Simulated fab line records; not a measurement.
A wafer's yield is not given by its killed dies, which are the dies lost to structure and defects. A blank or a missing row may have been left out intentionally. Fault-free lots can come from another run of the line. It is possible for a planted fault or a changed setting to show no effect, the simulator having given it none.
Which of the tools did it? :: flow sky130 :: 6 lots with 17 wafers sampled at 4 steps, on a route of 708 steps

## WHAT EACH GAUGE READ, for each wafer
SKY_PWDE_TW_MEAS_10.
lot: L454
measured: day 4 00:55
on: filmMetro-02
PWDE_TW: 377.0 378.3 378.3

lot: L456
measured: day 4 12:24
on: filmMetro-01
PWDE_TW: 422.0 375.6 376.6

lot: L460
measured: day 5 08:52
on: filmMetro-01
PWDE_TW: 420.2 376.6

lot: L470
measured: day 7 16:40
on: filmMetro-04
PWDE_TW: 381.0 381.1 380.6

lot: L472
measured: day 8 02:15
on: filmMetro-04
PWDE_TW: 379.1 379.3 379.1

lot: L474
measured: day 8 16:22
on: filmMetro-01
PWDE_TW: 375.3 376.1 376.3

## TOOL THAT RAN EACH LOT (tool first, then ch and the chambers of the sampled wafers, then the start)
lot: L454
SKY_FIELD_ISO_ETCH_14: rieDiel-03 ch 0,1,3, day 2 10:01
SKY_DNWELL_STRIP_08: plasmaAsher-02 ch 0,1, day 3 07:28
SKY_PWDE_IMPLANT_08: implanter-04 ch 0, day 4 00:40

lot: L456
SKY_FIELD_ISO_ETCH_14: rieDiel-03 ch 2,3, day 2 21:10
SKY_DNWELL_STRIP_08: plasmaAsher-02 ch 0,1, day 3 19:35
SKY_PWDE_IMPLANT_08: implanter-01 ch 0, day 4 12:09

lot: L460
SKY_FIELD_ISO_ETCH_14: rieDiel-04 ch 0,3, day 3 16:50
SKY_DNWELL_STRIP_08: plasmaAsher-03 ch 1, day 4 16:36
SKY_PWDE_IMPLANT_08: implanter-01 ch 0, day 5 08:38

lot: L470
SKY_FIELD_ISO_ETCH_14: rieDiel-01 ch 0,2,3, day 5 19:58
SKY_DNWELL_STRIP_08: plasmaAsher-04 ch 0,1, day 6 21:26
SKY_PWDE_IMPLANT_08: implanter-01 ch 0, day 7 16:25

lot: L472
SKY_FIELD_ISO_ETCH_14: rieDiel-01 ch 0,2,3, day 6 06:30
SKY_DNWELL_STRIP_08: plasmaAsher-03 ch 0,1, day 7 07:12
SKY_PWDE_IMPLANT_08: implanter-04 ch 0, day 8 02:00

lot: L474
SKY_FIELD_ISO_ETCH_14: rieDiel-04 ch 0,1,2, day 6 18:51
SKY_DNWELL_STRIP_08: plasmaAsher-02 ch 0,1, day 7 20:09
SKY_PWDE_IMPLANT_08: implanter-04 ch 0, day 8 16:07
- SKY_FIELD_ISO_ETCH_14: etches BARC in N2/H2, stops on SiO2, time 45.9 s, target depth 60 nm.
- SKY_DNWELL_STRIP_08: strips in O2/N2.
- SKY_PWDE_IMPLANT_08

## THE ANSWER, worked out from the rows above alone
Rule: usual is defined by the lots themselves. The widest of any qualifying gaps counts: lots, ordered by their means at a reading, are off when they make up no more than a third of the lots, leave a main group of 4 or more, and stand apart from it by 3 or more times the standard deviation of that group's means. A main group whose means are all the same, to the digits that the tables above print for the reading, isn't used. Also off: a lot with no number at a reading for which 4 or more lots have one. All remaining lots with rows at the step are treated as sound.
Off: L456, L460, at SKY_PWDE_TW_MEAS_10 (PWDE_TW). For the main group the mean is 378.5 and the standard deviation 1.8.
A tool fits if, at a process step before that reading, it ran every lot that is off, and no sound lot after the first of them. Those tools and the gauges at SKY_PWDE_TW_MEAS_10 are tried in the same way. No candidate that was tried fits.

## WHAT THE SIMULATOR HAD INSERTED
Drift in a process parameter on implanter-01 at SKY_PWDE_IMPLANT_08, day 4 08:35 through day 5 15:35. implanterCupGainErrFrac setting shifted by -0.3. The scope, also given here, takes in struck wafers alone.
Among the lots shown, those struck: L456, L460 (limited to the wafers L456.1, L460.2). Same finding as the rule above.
